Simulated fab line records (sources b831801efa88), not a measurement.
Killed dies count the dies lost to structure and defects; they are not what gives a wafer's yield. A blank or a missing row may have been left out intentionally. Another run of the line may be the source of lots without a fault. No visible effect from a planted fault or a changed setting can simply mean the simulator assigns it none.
Split-lot experiment / flow sfqLine / route with 325 steps; 5 lots, 23 wafers read

## SPLIT DETAILS
At SFQ_TRILAYER_M1_LITHO_COAT_044 (resist thk 62 nm), the setting spinRpm was moved away from the recipe's 3000 rpm on 10 of the 23 wafers read, by -5.5% to +4.5%. All remaining wafers had this setting at the recipe value.

The split's own step is where the reading is taken.

## THE READING
BARC_of_TRILAYER_M1_LITHO_COAT_044.thkNm (the simulator's own value, which no gauge read), in nm, at SFQ_TRILAYER_M1_LITHO_COAT_044 (resist thk 62 nm). There is no usual value for it anywhere in the file. The 13 wafers here that ran the recipe average 61.97 nm, standard deviation 0.16 nm.

wafer=L074.2; tool, chamber at the split=lithoTrack-03, 0; spinRpm as run, rpm=2942; against the recipe=-1.9%; BARC_of_TRILAYER_M1_LITHO_COAT_044.thkNm, nm=62.43; against lot-mates on the recipe=+0.76
wafer=L074.3; tool, chamber at the split=lithoTrack-03, 0; spinRpm as run, rpm=2942; against the recipe=-1.9%; BARC_of_TRILAYER_M1_LITHO_COAT_044.thkNm, nm=62.29; against lot-mates on the recipe=+0.62
wafer=L074.4; tool, chamber at the split=lithoTrack-03, 0; spinRpm as run, rpm=2942; against the recipe=-1.9%; BARC_of_TRILAYER_M1_LITHO_COAT_044.thkNm, nm=62.42; against lot-mates on the recipe=+0.75
wafer=L074.5; tool, chamber at the split=lithoTrack-03, 0; spinRpm as run, rpm=3000; against the recipe=recipe; BARC_of_TRILAYER_M1_LITHO_COAT_044.thkNm, nm=61.69; against lot-mates on the recipe=-
wafer=L074.6; tool, chamber at the split=lithoTrack-03, 0; spinRpm as run, rpm=3000; against the recipe=recipe; BARC_of_TRILAYER_M1_LITHO_COAT_044.thkNm, nm=61.66; against lot-mates on the recipe=-
wafer=L079.1; tool, chamber at the split=lithoTrack-04, 0; spinRpm as run, rpm=3000; against the recipe=recipe; BARC_of_TRILAYER_M1_LITHO_COAT_044.thkNm, nm=61.95; against lot-mates on the recipe=-
wafer=L079.3; tool, chamber at the split=lithoTrack-04, 0; spinRpm as run, rpm=3000; against the recipe=recipe; BARC_of_TRILAYER_M1_LITHO_COAT_044.thkNm, nm=61.95; against lot-mates on the recipe=-
wafer=L079.6; tool, chamber at the split=lithoTrack-04, 0; spinRpm as run, rpm=3000; against the recipe=recipe; BARC_of_TRILAYER_M1_LITHO_COAT_044.thkNm, nm=62.04; against lot-mates on the recipe=-
wafer=L081.1; tool, chamber at the split=lithoTrack-02, 0; spinRpm as run, rpm=3000; against the recipe=recipe; BARC_of_TRILAYER_M1_LITHO_COAT_044.thkNm, nm=62.05; against lot-mates on the recipe=-
wafer=L081.2; tool, chamber at the split=lithoTrack-02, 0; spinRpm as run, rpm=2836; against the recipe=-5.5%; BARC_of_TRILAYER_M1_LITHO_COAT_044.thkNm, nm=63.8; against lot-mates on the recipe=+1.71
wafer=L081.3; tool, chamber at the split=lithoTrack-02, 0; spinRpm as run, rpm=2836; against the recipe=-5.5%; BARC_of_TRILAYER_M1_LITHO_COAT_044.thkNm, nm=64.06; against lot-mates on the recipe=+1.97
wafer=L081.4; tool, chamber at the split=lithoTrack-02, 0; spinRpm as run, rpm=2836; against the recipe=-5.5%; BARC_of_TRILAYER_M1_LITHO_COAT_044.thkNm, nm=63.59; against lot-mates on the recipe=+1.50
wafer=L081.6; tool, chamber at the split=lithoTrack-02, 0; spinRpm as run, rpm=3000; against the recipe=recipe; BARC_of_TRILAYER_M1_LITHO_COAT_044.thkNm, nm=62.13; against lot-mates on the recipe=-
wafer=L084.1; tool, chamber at the split=lithoTrack-04, 0; spinRpm as run, rpm=3000; against the recipe=recipe; BARC_of_TRILAYER_M1_LITHO_COAT_044.thkNm, nm=61.9; against lot-mates on the recipe=-
wafer=L084.3; tool, chamber at the split=lithoTrack-04, 0; spinRpm as run, rpm=3135; against the recipe=+4.5%; BARC_of_TRILAYER_M1_LITHO_COAT_044.thkNm, nm=60.62; against lot-mates on the recipe=-1.41
wafer=L084.4; tool, chamber at the split=lithoTrack-04, 0; spinRpm as run, rpm=3000; against the recipe=recipe; BARC_of_TRILAYER_M1_LITHO_COAT_044.thkNm, nm=62.06; against lot-mates on the recipe=-
wafer=L084.5; tool, chamber at the split=lithoTrack-04, 0; spinRpm as run, rpm=3135; against the recipe=+4.5%; BARC_of_TRILAYER_M1_LITHO_COAT_044.thkNm, nm=60.65; against lot-mates on the recipe=-1.38
wafer=L084.6; tool, chamber at the split=lithoTrack-04, 0; spinRpm as run, rpm=3000; against the recipe=recipe; BARC_of_TRILAYER_M1_LITHO_COAT_044.thkNm, nm=62.12; against lot-mates on the recipe=-
wafer=L085.2; tool, chamber at the split=lithoTrack-02, 0; spinRpm as run, rpm=3000; against the recipe=recipe; BARC_of_TRILAYER_M1_LITHO_COAT_044.thkNm, nm=62.18; against lot-mates on the recipe=-
wafer=L085.3; tool, chamber at the split=lithoTrack-02, 0; spinRpm as run, rpm=2859; against the recipe=-4.7%; BARC_of_TRILAYER_M1_LITHO_COAT_044.thkNm, nm=63.51; against lot-mates on the recipe=+1.49
wafer=L085.4; tool, chamber at the split=lithoTrack-02, 0; spinRpm as run, rpm=3000; against the recipe=recipe; BARC_of_TRILAYER_M1_LITHO_COAT_044.thkNm, nm=61.84; against lot-mates on the recipe=-
wafer=L085.5; tool, chamber at the split=lithoTrack-02, 0; spinRpm as run, rpm=2859; against the recipe=-4.7%; BARC_of_TRILAYER_M1_LITHO_COAT_044.thkNm, nm=63.55; against lot-mates on the recipe=+1.53
wafer=L085.6; tool, chamber at the split=lithoTrack-02, 0; spinRpm as run, rpm=3000; against the recipe=recipe; BARC_of_TRILAYER_M1_LITHO_COAT_044.thkNm, nm=62.05; against lot-mates on the recipe=-

FIT RESULTS
A straight line over all 23 wafers: BARC_of_TRILAYER_M1_LITHO_COAT_044.thkNm changes by -0.32 nm for each +1% of spinRpm; r = -0.98; the points scatter about the line by 0.17 nm.
The same after taking each lot's own level away (the mean of its wafers on the recipe; 23 wafers): -0.317 nm for each +1%; r = -0.99; scatter 0.11 nm.
Per that fit: largest spinRpm move, reading shift of 1.7 nm.
Measured against the standard deviation above, the lots' own levels, which go from 61.675 to 62.090 nm, span 2.7 times it.
So the lot-to-lot level changes the slope little: the two slopes agree.
Check: with one of the wafers moved furthest among these (-5.5%) left out of the fit, the line predicts +1.75 nm for it against its lot-mates. It came out at +1.71 nm against them.

## THE OTHER SPLITS THESE WAFERS WENT THROUGH
These wafers also went through other splits before the reading. Each is held against what the fit with the lots' levels taken away leaves over:
other split on the same wafers=SFQ_TRILAYER_INCOMING_OXIDATION_002 tempC; wafers away from the commonest value=13; r with BARC_of_TRILAYER_M1_LITHO_COAT_044.thkNm (lot level and that fit taken away)=+0.13
other split on the same wafers=SFQ_TRILAYER_L0_CAP_PECVD_011 timeS; wafers away from the commonest value=8; r with BARC_of_TRILAYER_M1_LITHO_COAT_044.thkNm (lot level and that fit taken away)=+0.04
other split on the same wafers=SFQ_TRILAYER_L0_VIA_BARC_OPEN_VIA_ETCH_021 biasW; wafers away from the commonest value=10; r with BARC_of_TRILAYER_M1_LITHO_COAT_044.thkNm (lot level and that fit taken away)=+0.23
other split on the same wafers=SFQ_TRILAYER_M0_DEP_SPUTTER_019 powerW; wafers away from the commonest value=5; r with BARC_of_TRILAYER_M1_LITHO_COAT_044.thkNm (lot level and that fit taken away)=+0.00
other split on the same wafers=SFQ_TRILAYER_M0_LITHO_COAT_021 spinRpm; wafers away from the commonest value=10; r with BARC_of_TRILAYER_M1_LITHO_COAT_044.thkNm (lot level and that fit taken away)=-0.13
other split on the same wafers=SFQ_TRILAYER_I0_CMP_CMP_028 leaveAboveRefNm; wafers away from the commonest value=6; r with BARC_of_TRILAYER_M1_LITHO_COAT_044.thkNm (lot level and that fit taken away)=-0.24
other split on the same wafers=SFQ_TRILAYER_I0_VIA_LITHO_COAT_031 spinRpm; wafers away from the commonest value=9; r with BARC_of_TRILAYER_M1_LITHO_COAT_044.thkNm (lot level and that fit taken away)=+0.26
other split on the same wafers=SFQ_TRILAYER_I0_VIA_ETCH_VIA_ETCH_034 sourceW; wafers away from the commonest value=10; r with BARC_of_TRILAYER_M1_LITHO_COAT_044.thkNm (lot level and that fit taken away)=+0.05

## THE FILE'S OWN FIT
BARC_of_TRILAYER_M1_LITHO_COAT_044.thkNm changes by -0.318 nm for each +1% of spinRpm, r = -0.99.
